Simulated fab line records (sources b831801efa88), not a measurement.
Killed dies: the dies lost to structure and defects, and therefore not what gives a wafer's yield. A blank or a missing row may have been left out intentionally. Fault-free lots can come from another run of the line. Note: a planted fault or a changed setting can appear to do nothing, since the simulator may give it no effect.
One fault through the eyes of 2 desks | flow sky130 | only its own numbers are on each desk; what lay behind them is given at the end

## THE METROLOGY DESK
Lot by lot, what the gauges showed, no matter which tool ran the lot: averages of those sampled wafers that carry a number. Any lot whose mean is over 4 standard deviations away from the usual mean is out of limits and marked OUT; that distance is given in the brackets.
Columns: A = NWELL_OXIDATION_THK at SKY_NWELL_THK_MEAS_02, usual 9.85 nm
lot  | first seen here | A
L938 | day 3 01:32     | 9.52
L939 | day 3 03:59     | 9.82
L942 | day 3 16:20     | 9.49
L943 | day 3 22:53     | 9.83
L944 | day 4 03:07     | 9.82
L945 | day 4 06:56     | 16.92 (+39) OUT
L946 | day 4 10:42     | 16.59 (+37) OUT
L951 | day 5 13:56     | 9.85
L956 | day 6 13:57     | 9.77
L959 | day 7 08:23     | 10.01
Finding of this desk: L945, L946 out of limits, first seen on L945 at day 4 06:56 (NWELL_OXIDATION_THK at SKY_NWELL_THK_MEAS_02). L938, L939, L942, L943, L944, L951, L956, L959 stayed within limits.

## FOR THE TOOL OWNER'S DESK: furnace-01
The tool's own readings at SKY_NWELL_OXIDATION_01 (stabilise 600 s, purge 300 s, target thk 10 nm): means of the sampled wafers that have a number, for each lot that ran on this tool. Any lot whose mean is over 4 standard deviations away from the usual mean is out of limits and marked OUT; that distance is given in the brackets. 7 of its 10 readings are shown: the first one out of limits and those lying furthest out on some lot.
Columns: A = spikeTcBottomC at SKY_NWELL_OXIDATION_01, usual 915.9 C; B = spikeTcCentreC at SKY_NWELL_OXIDATION_01, usual 901.4 C; C = spikeTcLowerC at SKY_NWELL_OXIDATION_01, usual 899.0 C; D = spikeTcTopC at SKY_NWELL_OXIDATION_01, usual 912.4 C; E = spikeTcUpperC at SKY_NWELL_OXIDATION_01, usual 900.2 C; F = tubeCenterTempC at SKY_NWELL_OXIDATION_01, usual 899.98 C; G = tube_center_temp_C_max at SKY_NWELL_OXIDATION_01, usual 902.3
lot  | first seen here | A               | B               | C               | D               | E               | F                        | G
L939 | day 3 02:34     | 912.6           | 901.0           | 899.7           | 909.7           | 899.3           | 899.98                   | 902.2
L943 | day 3 21:28     | 914.0           | 901.7           | 899.5           | 909.7           | 899.3           | 899.97                   | 902.1
L944 | day 4 01:43     | 913.0           | 902.7           | 898.8           | 910.1           | 900.2           | 900.03                   | 902.1
L945 | day 4 05:32     | 959.5 (+15) OUT | 950.3 (+44) OUT | 947.2 (+49) OUT | 958.4 (+22) OUT | 947.7 (+48) OUT | 948.09 (+99 or more) OUT | 950.4 (+99 or more) OUT
L946 | day 4 09:18     | 959.9 (+15) OUT | 950.4 (+45) OUT | 948.2 (+50) OUT | 958.0 (+22) OUT | 948.0 (+48) OUT | 948.07 (+99 or more) OUT | 950.3 (+99 or more) OUT
This desk finds L945, L946 out of limits, L945 being first, at day 4 05:32 (spikeTcBottomC at SKY_NWELL_OXIDATION_01). L939, L943, L944 stayed within limits.

## BROUGHT TOGETHER
The tool owner's desk had the chance to raise an alarm at day 4 05:32 on L945, L946.
L945, L946 would have let the metrology desk raise an alarm at day 4 06:56.
SKY_NWELL_OXIDATION_01 was run on furnace-01 by each of the lots named.

## WHAT THE SIMULATOR HAD INSERTED
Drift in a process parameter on furnace-01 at SKY_NWELL_OXIDATION_01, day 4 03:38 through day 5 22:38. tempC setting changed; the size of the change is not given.
Struck lots among those shown: L945, L946.
Fault start to first reading out of limits, in hours, per desk: tool owner, 2; metrology, 3.
